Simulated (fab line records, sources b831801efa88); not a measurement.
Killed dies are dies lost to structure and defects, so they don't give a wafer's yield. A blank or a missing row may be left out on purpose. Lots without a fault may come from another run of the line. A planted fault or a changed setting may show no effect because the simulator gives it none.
fab line records | flow gf180mcu
record lots=5 wafers=15 last_day=34
route steps=602 shown M5@539 V5@540
lots that met no fault: from a run of the same line without faults
start_h: hours from the record's first day to the start of the lot's first wafer shown | wait_h: hours since the lot's step before | " the same as in the row above | L1.1+2: a row that stands for several wafers | - no value, or no start given | * or withheld: withheld | < > ~ a bound
route shown NAME@n: a module of which the file shows steps, and the number in the route of the first | usual: mean/standard deviation of fault-free wafers | same: alike in all rows | chamber/n: place in a boat | sites: the reading at each site | _std_site: their standard deviation | _edge_site: outer sites' mean less inner sites' | radius_mm: how far each site lies from the wafer's centre | mask NAME#n: copy n | behind: the tool/chamber that last shaped the wafer | hold: why the lot was held/for how many hours/how that ended | device: the transistor (n, p or np) that didn't switch | end of line: the same wafers' tests at the end of the route | a step without rows: its recipe alone | killed: dies lost to structure and defects at the first sort, not the wafer's yield | map: a wafer's dies, x killed, . not, _ none there
set.NAME: the setting as run; set.NAME@STEP: as run at that earlier step | model.NAME: the simulator's own value behind a step, which no gauge read
lots at some steps of the route; a table a step, a row a wafer
services: from which hour (start_h, from the record's first day; less than 0 if before it) a tool's chamber was out of use, for how many hours, and why
## steps
# step GF_M5_CLEAN_13
# recipe chemistry=DIW dry=n2_spin
# columns lot.wafer tool chamber start_h wait_h
L076.1+2+6 wet_bench-03 0 630.39 0.0
L082.2+4+6 wet_bench-01 0 672.69 0.0
L086.2+3+4 wet_bench-04 0 700.13 0.0
L087.2+3+6 wet_bench-04 1 713.98 0.0
L094.4+5+6 wet_bench-03 3 755.98 0.0
# step GF_V5_CVD_00
# recipe material=SiO2 target_thk_nm=300 sigma_open_frac=0.3 temp_c=400 time_s=50 sih4_flow_sccm=60 pressure_mtorr=6
# columns lot.wafer tool chamber start_h wait_h
L076.1+2+6 hdpcvd-01 1,0,2 630.48 0.0
L082.2+4+6 hdpcvd-01 1,0,2 672.78 0.0
L086.2+3+4 hdpcvd-01 2,1,0 700.23 0.0
L087.2+3+6 hdpcvd-01 1,2,1 714.08 0.0
L094.4+5+6 hdpcvd-02 1,2,0 756.09 0.0
# step GF_V5_THK_MEAS_01
# recipe reads=SiO2_of_V5_CVD_00
# usual V5_CVD_00_THK=301/3.8
# columns lot.wafer tool chamber start_h wait_h V5_CVD_00_THK[nm]
L076.1 film_metro-04 - 630.53 0.0 303
L076.2 " - " " 302
L076.6 " - " " 304
L082.2 film_metro-03 - 672.84 0.0 305
L082.4 " - " " 303
L082.6 " - " " 306
L086.2 film_metro-01 - 700.28 0.0 297
L086.3 " - " " 301
L086.4 " - " " 300
L087.2 film_metro-01 - 714.14 0.0 306
L087.3 " - " " 302
L087.6 " - " " 307
L094.4 film_metro-04 - 756.14 0.0 299
L094.5 " - " " 295
L094.6 " - " " 301
# step GF_V5_CVD_02
# recipe material=SiO2 target_thk_nm=1450 precursor=TEOS temp_c=400 time_s=163.28 rf_w=600
# usual heater_power_w=634/100 rf_fwd_power_W=598.2/1.9
# columns lot.wafer tool chamber start_h wait_h heater_power_w rf_fwd_power_W
L076.1 pecvd-04 2 630.59 0.1 777 597.1
L076.2 " 0 " " 736 598.4
L076.6 " 2 " " 852 596.2
L082.2 pecvd-04 1 672.89 0.0 567 600.3
L082.4 " 1 " " 479 597.8
L082.6 " 1 " " 555 599.2
L086.2 pecvd-02 2 700.33 0.0 657 601.0
L086.3 " 0 " " 519 597.0
L086.4 " 2 " " 780 599.8
L087.2 pecvd-01 2 714.19 0.0 590 596.7
L087.3 " 0 " " 670 596.2
L087.6 " 1 " " 505 596.9
L094.4 pecvd-01 1 756.23 0.1 496 597.3
L094.5 " 2 " " 529 601.4
L094.6 " 0 " " 544 597.0
# step GF_V5_THK_MEAS_03
# recipe reads=SiO2_of_V5_CVD_02
# usual V5_CVD_02_THK=1452/21
# columns lot.wafer tool chamber start_h wait_h V5_CVD_02_THK[nm]
L076.1 film_metro-01 - 630.70 0.1 1430
L076.2 " - " " 1429
L076.6 " - " " 1458
L082.2 film_metro-04 - 673.06 0.1 1419
L082.4 " - " " 1442
L082.6 " - " " 1449
L086.2 film_metro-03 - 700.45 0.1 1435
L086.3 " - " " 1450
L086.4 " - " " 1463
L087.2 film_metro-04 - 714.31 0.1 1450
L087.3 " - " " 1475
L087.6 " - " " 1450
L094.4 film_metro-01 - 756.31 0.0 1419
L094.5 " - " " 1437
L094.6 " - " " 1484
# step GF_V5_CMP_04
# recipe material=SiO2 down_force_psi=4 platen_rpm=60 pad_velocity_m_s=0.94248
# usual motor_current_A=12.6/1
# columns lot.wafer tool chamber start_h wait_h motor_current_A
L076.1 cmp-01 2 630.76 0.1 13.7
L076.2 " 3 " " 13.2
L076.6 " 3 " " 13.4
L082.4 cmp-02 3 673.11 0.0 13.4
L082.2 " 1 " " 13.8
L082.6 " 0 " " 11.5
L086.2 cmp-01 3 700.50 0.0 13.6
L086.4 " 1 " " 11.1
L086.3 " 2 " " 13.2
L087.2 cmp-01 1 714.36 0.0 11.5
L087.3 " 2 " " 13.5
L087.6 " 1 " " 10.8
L094.4 cmp-02 3 756.44 0.1 13.2
L094.5 " 1 " " 13.5
L094.6 " 2 " " 11.9
# step GF_V5_BOW_MEAS_05
# recipe mode=bow
# usual V5_BOW=131/9.6
# columns lot.wafer tool chamber start_h wait_h V5_BOW[um]
L076.1 film_metro-01 - 631.06 0.2 120
L076.2 " - " " 131
L076.6 " - " " 129
L082.2 film_metro-01 - 673.43 0.2 147
L082.4 " - " " 147
L082.6 " - " " 150
L086.2 film_metro-03 - 700.82 0.3 131
L086.3 " - " " 133
L086.4 " - " " 113
L087.2 film_metro-04 - 714.68 0.3 114
L087.3 " - " " 129
L087.6 " - " " 121
L094.4 film_metro-04 - 756.70 0.2 135
L094.5 " - " " 136
L094.6 " - " " 146
# step GF_V5_DEHYDRATE_06
# recipe temp_c=200 time_s=60
# columns lot.wafer tool chamber start_h wait_h
L076.1+2+6 litho_track-01 0 640.78 9.7
L082.2+4+6 litho_track-01 0 682.01 8.6
L086.2+3+4 litho_track-02 0 709.18 8.3
L087.2+3+6 litho_track-02 0 723.48 8.8
L094.4+5+6 litho_track-02 0 764.43 7.7
# step GF_V5_HMDS_07
# recipe prime_time_s=60 prime_temp_c=120
# usual prime_temp_c=119.99/0.13
# columns lot.wafer tool chamber start_h wait_h prime_temp_c
L076.1 litho_track-01 0 640.93 0.1 119.79
L076.2 " 0 " " 119.86
L076.6 " 0 " " 120.16
L082.2 litho_track-01 0 682.16 0.1 120.16
L082.4 " 0 " " 119.96
L082.6 " 0 " " 120.10
L086.2 litho_track-02 0 709.33 0.1 119.91
L086.3 " 0 " " 119.89
L086.4 " 0 " " 119.93
L087.2 litho_track-02 0 723.63 0.1 119.82
L087.3 " 0 " " 119.59
L087.6 " 0 " " 119.93
L094.4 litho_track-02 0 764.58 0.1 120.04
L094.5 " 0 " " 120.00
L094.6 " 0 " " 120.12
# step GF_V5_COAT_08
# recipe resist=BARC temp_c=withheld time_s=withheld spin_rpm=withheld resist_thk_nm=withheld
# columns lot.wafer tool chamber start_h wait_h
L076.1+2+6 litho_track-01 0 641.08 0.1
L082.2+4+6 litho_track-01 0 682.31 0.1
L086.2+3+4 litho_track-02 0 709.48 0.1
L087.2+3+6 litho_track-02 0 723.78 0.1
L094.4+5+6 litho_track-02 0 764.73 0.1
# step GF_V5_COAT_09
# recipe resist=KrF spin_rpm=withheld resist_thk_nm=1000
# columns lot.wafer tool chamber start_h wait_h
L076.1+2+6 litho_track-01 0 - -
L082.2+4+6 litho_track-01 0 - -
L086.2+3+4 litho_track-02 0 - -
L087.2+3+6 litho_track-02 0 - -
L094.4+5+6 litho_track-02 0 - -
# step GF_V5_SOFTBAKE_10
# recipe temp_c=130 time_s=60 resist=KrF
# columns lot.wafer tool chamber start_h wait_h
L076.1+2+6 litho_track-01 0 - -
L082.2+4+6 litho_track-01 0 - -
L086.2+3+4 litho_track-02 0 - -
L087.2+3+6 litho_track-02 0 - -
L094.4+5+6 litho_track-02 0 - -
# step GF_V5_EXPOSE_11
# recipe mask_id=Via5 target_cd_nm=260 na=0.68 source_shape=conventional sigma_outer=0.6 dose_mj=38
# columns lot.wafer tool chamber start_h wait_h mask
L076.1+2+6 krf_scanner-02 0 - - Via5#0
L082.2+4+6 krf_scanner-02 0 - - Via5#0
L086.2+3+4 krf_scanner-02 0 - - Via5#0
L087.2+3+6 krf_scanner-02 0 - - Via5#0
L094.4+5+6 krf_scanner-02 0 - - Via5#0
# step GF_V5_PEB_12
# recipe peb_temp_c=135 peb_time_s=90 resist=KrF
# columns lot.wafer tool chamber start_h wait_h
L076.1+2+6 litho_track-02 0 - -
L082.2+4+6 litho_track-01 0 - -
L086.2+3+4 litho_track-02 0 - -
L087.2+3+6 litho_track-01 0 - -
L094.4+5+6 litho_track-01 0 - -
# step GF_V5_DEVELOP_13
# recipe develop_time_s=60 resist=KrF dev_temp_c=21
# usual developer_temp_C=20.98/0.11
# columns lot.wafer tool chamber start_h wait_h developer_temp_C
L076.1 litho_track-02 0 651.01 0.2 20.99
L076.2 " 0 " " 20.91
L076.6 " 0 " " 21.04
L082.2 litho_track-01 0 694.46 0.2 21.02
L082.4 " 0 " " 20.99
L082.6 " 0 " " 21.03
L086.2 litho_track-02 0 718.33 0.2 20.87
L086.3 " 0 " " 21.01
L086.4 " 0 " " 20.88
L087.2 litho_track-01 0 732.51 0.2 21.06
L087.3 " 0 " " 21.14
L087.6 " 0 " " 21.20
L094.4 litho_track-01 0 773.05 0.1 21.07
L094.5 " 0 " " 21.01
L094.6 " 0 " " 20.95
# step GF_V5_CD_MEAS_14
# recipe target_cd_nm=260
# usual cd_nm=260.4/1.4
# columns lot.wafer tool chamber start_h wait_h cd_nm
L076.1 cd_sem-01 - 651.16 0.1 261.2
L076.2 " - " " 262.3
L076.6 " - " " 262.1
L082.2 cd_sem-02 - 694.60 0.1 260.9
L082.4 " - " " 260.2
L082.6 " - " " 259.5
L086.2 cd_sem-01 - 718.48 0.1 259.0
L086.3 " - " " 258.8
L086.4 " - " " 258.9
L087.2 cd_sem-02 - 732.65 0.1 258.9
L087.3 " - " " 259.5
L087.6 " - " " 260.1
L094.4 cd_sem-01 - 773.19 0.1 259.2
L094.5 " - " " 258.5
L094.6 " - " " 259.3
# step GF_V5_OVL_MEAS_15
# usual V5_OVL=3/5.2
# columns lot.wafer tool chamber start_h wait_h V5_OVL[nm]
L076.1 overlay-02 - 651.28 0.1 5
L076.2 " - " " 8
L076.6 " - " " 13
L082.2 overlay-01 - 694.71 0.1 -7
L082.4 " - " " -8
L082.6 " - " " 3
L086.2 overlay-01 - 718.58 0.1 5
L086.3 " - " " -5
L086.4 " - " " 2
L087.2 overlay-02 - 732.76 0.1 2
L087.3 " - " " 3
L087.6 " - " " 5
L094.4 overlay-02 - 773.27 0.1 -3
L094.5 " - " " -3
L094.6 " - " " 6
# step GF_V5_ETCH_16
# recipe chemistry=N2/H2 target_depth_a=withheld overetch_a=withheld time_s=withheld target=BARC ion_energy_ev=200 source_w=500 bias_w=100 pressure_mtorr=30 n2_flow_sccm=100 h2_flow_sccm=200
# usual drypump_motor_current_A=5.8/0.3 h2_flow_sccm=200.1/0.61 oes_product_au=0.854/0.005 rf_fwd_power_W=495.4/2.3 throttle_valve_pct=13.224/0.0089
# columns lot.wafer tool chamber start_h wait_h drypump_motor_current_A h2_flow_sccm oes_product_au rf_fwd_power_W throttle_valve_pct
L076.1 rie_diel-01 0 651.31 0.0 6.5 200.6 0.857 496.2 13.221
L076.2 " 1 " " 5.9 200.2 0.853 498.8 13.236
L076.6 " 1 " " 5.9 200.4 0.856 497.5 13.210
L082.2 rie_diel-03 3 694.74 0.0 6.0 201.5 0.853 494.6 13.209
L082.4 " 2 " " 5.5 199.3 0.855 496.2 13.224
L082.6 " 2 " " 5.5 199.2 0.859 495.3 13.226
L086.2 rie_diel-03 0 718.61 0.0 6.0 201.2 0.856 491.5 13.212
L086.3 " 1 " " 5.8 199.4 0.844 498.2 13.221
L086.4 " 2 " " 5.5 200.1 0.860 495.9 13.212
L087.2 rie_diel-01 3 732.79 0.0 5.5 200.1 0.859 499.5 13.220
L087.3 " 0 " " 6.5 199.5 0.851 493.7 13.222
L087.6 " 0 " " 6.5 200.2 0.855 496.6 13.242
L094.4 rie_diel-02 1 773.29 0.0 5.8 199.0 0.852 491.2 13.231
L094.5 " 2 " " 5.4 199.4 0.867 496.3 13.216
L094.6 " 3 " " 5.5 200.4 0.860 489.9 13.210
# step GF_V5_ETCH_17
# recipe chemistry=C4F8/O2/Ar mask_material=KrF target=SiO2 stop_on=TiN source_w=1500 bias_w=1200 pressure_mtorr=40 c4f8_flow_sccm=withheld O2_flow_sccm=6 Ar_flow_sccm=300 time_s=withheld target_depth_a=8550
# usual oes_product_au=0.859/0.0042 rf_fwd_power_W=1494/4.8
# columns lot.wafer tool chamber start_h wait_h oes_product_au rf_fwd_power_W
L076.1 rie_diel-01 0 - - 0.861 1496
L076.2 " 1 " " 0.864 1496
L076.6 " 1 " " 0.857 1495
L082.2 rie_diel-03 3 - - 0.849 1488
L082.4 " 2 " " 0.864 1493
L082.6 " 2 " " 0.853 1501
L086.2 rie_diel-03 0 - - 0.864 1492
L086.3 " 1 " " 0.858 1496
L086.4 " 2 " " 0.848 1493
L087.2 rie_diel-01 3 - - 0.864 1500
L087.3 " 0 " " 0.859 1499
L087.6 " 0 " " 0.854 1495
L094.4 rie_diel-02 1 - - 0.857 1490
L094.5 " 2 " " 0.858 1498
L094.6 " 3 " " 0.856 1492
# step GF_V5_STRIP_18
# recipe chemistry=O2/N2 power_w=1400 pressure_mtorr=1500 platen_temp_c=250 o2_flow_sccm=3000 n2_flow_sccm=300 overash_fraction=0.5
# usual drypump_motor_current_A=5.8/0.49 heater_power_w=320/24 o2_flow_sccm=3000/8.4 oes_product_au=0.568/0.006 platen_temp_c=249.99/0.16
# columns lot.wafer tool chamber start_h wait_h drypump_motor_current_A heater_power_w o2_flow_sccm oes_product_au platen_temp_c rf_hours_counter_h
L076.1 plasma_asher-02 0 651.47 - 6.3 313 2987 0.564 249.80 21
L076.2 " 1 " " 6.2 289 2988 0.564 250.00 21
L076.6 " 0 " " 6.3 310 3007 0.571 249.94 -
L082.2 plasma_asher-01 0 694.89 - 5.0 316 3002 0.570 249.97 91
L082.4 " 0 " " 5.0 326 3011 0.563 250.04 -
L082.6 " 0 " " 4.9 321 3004 0.570 249.97 -
L086.2 plasma_asher-02 0 718.77 - 6.3 311 3006 0.571 250.20 28
L086.3 " 0 " " 6.2 299 2989 0.575 250.07 -
L086.4 " 1 " " 6.2 287 2995 0.558 250.08 -
L087.2 plasma_asher-04 0 732.94 - 5.2 332 3005 0.558 250.33 113
L087.3 " 1 " " 5.8 355 2999 0.575 249.86 -
L087.6 " 1 " " 5.7 360 2995 0.565 250.09 -
L094.4 plasma_asher-02 1 773.47 - 6.2 287 3000 0.573 250.20 -
L094.5 " 1 " " 6.2 294 3008 0.563 249.62 -
L094.6 " 0 " " 6.3 305 2994 0.572 249.96 -
# step GF_V5_STRIP_19
# recipe chemistry=post_etch_residue_remover time_s=1200 temp_c=72.5
# usual bath_guard_temp_C=72.4/0.43
# columns lot.wafer tool chamber start_h wait_h bath_guard_temp_C
L076.1 wet_bench-02 1 651.57 0.1 72.6
L076.2 " 1 " " 72.3
L076.6 " 1 " " 72.3
L082.2 wet_bench-04 3 694.99 0.1 72.4
L082.4 " 3 " " 72.6
L082.6 " 3 " " 72.2
L086.2 wet_bench-04 2 718.87 0.1 72.1
L086.3 " 2 " " 71.6
L086.4 " 2 " " 72.2
L087.2 wet_bench-02 0 733.04 0.1 72.0
L087.3 " 0 " " 72.1
L087.6 " 0 " " 72.2
L094.4 wet_bench-04 3 773.54 0.0 72.7
L094.5 " 3 " " 72.4
L094.6 " 3 " " 72.7
# step GF_V5_CLEAN_20
# recipe chemistry=DIW dry=n2_spin
# columns lot.wafer tool chamber start_h wait_h
L076.1+2+6 wet_bench-04 2 651.94 0.0
L082.2+4+6 wet_bench-03 2 695.33 0.0
L086.2+3+4 wet_bench-03 3 719.24 0.0
L087.2+3+6 wet_bench-03 2 733.38 0.0
L094.4+5+6 wet_bench-04 0 773.88 0.0
# step GF_V5_SPUTTER_21
# recipe material=Ti target_thk_nm=15 chamber_pressure_pa=5 power_w=2500 substrate_temp_c=200 time_s=80.02
# usual throttle_valve_pct=29.5/0.87
# columns lot.wafer tool chamber start_h wait_h throttle_valve_pct
L076.1 pvd_sputter-04 - 652.03 0.0 29.8
L076.2 " - " " 28.5
L076.6 " - " " 28.4
L082.2 pvd_sputter-02 - 695.42 0.0 28.3
L082.4 " - " " 29.0
L082.6 " - " " 28.9
L086.2 pvd_sputter-01 - 719.33 0.0 30.0
L086.3 " - " " 30.0
L086.4 " - " " 30.0
L087.2 pvd_sputter-04 - 733.47 0.0 29.9
L087.3 " - " " 28.0
L087.6 " - " " 30.1
L094.4 pvd_sputter-02 - 773.97 0.0 29.0
L094.5 " - " " 29.5
L094.6 " - " " 28.9
# step GF_V5_SPUTTER_22
# recipe material=TiN target_thk_nm=10 chamber_pressure_pa=5 power_w=4000 time_s=40
# usual throttle_valve_pct=29.6/0.89
# columns lot.wafer tool chamber start_h wait_h throttle_valve_pct
L076.1 pvd_sputter-04 - 652.09 0.0 29.8
L076.2 " - " " 28.1
L076.6 " - " " 28.4
L082.2 pvd_sputter-02 - 695.48 0.0 28.1
L082.4 " - " " 29.2
L082.6 " - " " 28.9
L086.2 pvd_sputter-01 - 719.39 0.0 29.9
L086.3 " - " " 30.1
L086.4 " - " " 30.5
L087.2 pvd_sputter-04 - 733.53 0.0 29.8
L087.3 " - " " 28.6
L087.6 " - " " 29.9
L094.4 pvd_sputter-02 - 774.03 0.0 29.1
L094.5 " - " " 29.4
L094.6 " - " " 28.9
# step GF_V5_CVD_23
# recipe material=W target_thk_nm=350 time_s=104.9 temp_c=400 pressure_torr=40
# usual heater_power_w=905/66
# columns lot.wafer tool chamber start_h wait_h heater_power_w
L076.1 cvd_w-01 1 652.13 0.0 866
L076.2 " 0 " " 962
L076.6 " 1 " " 889
L082.2 cvd_w-01 0 695.52 0.0 948
L082.4 " 0 " " 942
L082.6 " 1 " " 882
L086.2 cvd_w-02 0 719.43 0.0 979
L086.3 " 0 " " 951
L086.4 " 1 " " 802
L087.2 cvd_w-01 0 733.57 0.0 965
L087.3 " 0 " " 963
L087.6 " 1 " " 871
L094.4 cvd_w-02 1 774.11 0.1 778
L094.5 " 1 " " 806
L094.6 " 0 " " 989
## services
# columns tool chamber start_h hours kind
krf_scanner-02 - 612.75 1.7 repair
pecvd-01 - 614.37 6.0 pm
plasma_asher-02 - 616.36 1.6 repair
plasma_asher-02 - 616.73 1.6 repair
pvd_sputter-02 - 616.88 3.5 repair
cmp-02 - 630.34 0.5 repair
cvd_w-02 - 632.32 14.6 pm
rie_diel-01 0 637.65 4.5 repair
pecvd-04 - 644.27 1.3 repair
hdpcvd-01 2 644.87 7.5 repair
plasma_asher-02 - 653.73 8.2 repair
krf_scanner-02 - 682.77 1.7 repair
krf_scanner-02 - 684.50 1.0 pm
wet_bench-03 - 685.96 1.1 repair
cvd_w-01 1 719.97 3.7 repair
rie_diel-03 3 723.48 3.5 repair
pvd_sputter-02 - 738.22 2.4 repair
hdpcvd-01 - 746.50 14.6 pm
krf_scanner-02 - 753.34 0.8 pm
cmp-01 - 764.01 4.3 pm
rie_diel-01 - 769.72 2.8 pm
krf_scanner-02 - 770.55 1.3 pm
cmp-01 - 772.01 5.3 pm
rie_diel-03 2 772.59 3.5 repair
## key
fault none
